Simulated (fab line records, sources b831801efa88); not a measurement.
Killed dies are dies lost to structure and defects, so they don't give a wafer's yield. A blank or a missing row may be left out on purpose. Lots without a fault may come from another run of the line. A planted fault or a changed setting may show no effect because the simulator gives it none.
Chamber matching | flow sky130 | SKY_VIA1_CMP_02 on cmp-01: 4 sister chambers
The step polishes SiO2. 4 wafers are shown with their chamber, then 7 later ones without.

WAFERS WITH THEIR CHAMBER
wafer  | chamber | motor_current_A (A)
L813.4 | 1       | 12.2
L816.6 | 2       | 12.6
L824.2 | 0       | 11.2
L824.4 | 3       | 10.7

WAFERS WITHOUT THEIR CHAMBER
wafer  | motor_current_A (A)
L824.5 | 10.7
L827.1 | 11.4
L827.2 | 11.4
L827.5 | 11.5
L828.3 | 11.2
L828.5 | 11.9
L828.6 | 10.9

WHICH CHAMBER EACH WENT THROUGH
wafer  | from the rows above          | in truth
L824.5 | 3                            | 3
L827.1 | 0                            | 0
L827.2 | 0                            | 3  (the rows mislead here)
L827.5 | can't be placed: 0 or 1      | 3
L828.3 | 0                            | 0
L828.5 | can't be placed: 1 or 2 or 0 | 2
L828.6 | can't be placed: 3 or 0      | 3
Placed correctly: 3 of 7. Can't be placed from these rows: 3 (the true chamber is among the candidates in 2). Placed wrongly: 1.
How it was worked out, from the rows above alone: a wafer's distance from a chamber is the root of the sum, over the readings, of the square of ((its reading less the chamber's mean) divided by the reading's scatter). The wafer belongs to the nearest chamber; if the next one is less than 2 further off, it can't be placed. A chamber's mean is the mean of its shown wafers. The scatter: with one shown wafer a chamber, the root of the mean of the squares of how far each hidden wafer lies from its nearest shown one.
